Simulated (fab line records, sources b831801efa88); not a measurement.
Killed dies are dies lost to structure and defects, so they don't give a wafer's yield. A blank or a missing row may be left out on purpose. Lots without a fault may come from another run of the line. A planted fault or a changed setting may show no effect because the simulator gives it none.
Chamber matching | flow sky130 | SKY_PASSIVATION_ETCH_11 on rie_diel-03: 4 sister chambers
The step etches the open film in CF4/O2, stops on AlCu, target depth 725 nm, time 161.1 s. 8 wafers are shown with their chamber, then 10 later ones without.

WAFERS WITH THEIR CHAMBER
wafer  | chamber | drypump_motor_current_A (A) | oes_product_au (a.u.)
L082.2 | 2       | 6.04                        | 0.959
L083.1 | 0       | 5.86                        | 0.973
L083.3 | 1       | 5.86                        | 0.970
L088.2 | 3       | 5.93                        | 0.970
L088.3 | 0       | 5.85                        | 0.971
L088.6 | 3       | 5.95                        | 0.976
L091.1 | 1       | 5.85                        | 0.985
L091.2 | 2       | 6.06                        | 0.978

WAFERS WITHOUT THEIR CHAMBER
wafer  | drypump_motor_current_A (A) | oes_product_au (a.u.)
L091.5 | 5.86                        | 0.984
L093.3 | 6.08                        | 0.987
L093.5 | 5.98                        | 0.983
L093.6 | 5.88                        | 0.988
L095.2 | 5.91                        | 0.972
L095.3 | 6.06                        | 0.976
L095.4 | 5.86                        | 0.980
L097.1 | 5.83                        | 0.975
L097.2 | 5.82                        | 0.971
L097.5 | 5.86                        | 0.979

WHICH CHAMBER EACH WENT THROUGH
wafer  | from the rows above     | in truth
L091.5 | can't be placed: 1 or 0 | 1
L093.3 | 2                       | 2
L093.5 | 3                       | 3
L093.6 | can't be placed: 1 or 0 | 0
L095.2 | 3                       | 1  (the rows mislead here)
L095.3 | 2                       | 2
L095.4 | can't be placed: 1 or 0 | 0
L097.1 | can't be placed: 1 or 0 | 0
L097.2 | can't be placed: 0 or 1 | 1
L097.5 | can't be placed: 1 or 0 | 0
Placed correctly: 3 of 10. Can't be placed from these rows: 6 (the true chamber is among the candidates in 6). Placed wrongly: 1.
How it was worked out, from the rows above alone: a wafer's distance from a chamber is the root of the sum, over the readings, of the square of ((its reading less the chamber's mean) divided by the reading's scatter). The wafer belongs to the nearest chamber; if the next one is less than 2 further off, it can't be placed. A chamber's mean is the mean of its shown wafers. The scatter: the root of (the sum of the squares of (reading less its chamber's mean) over the shown wafers, divided by (wafers less chambers)).
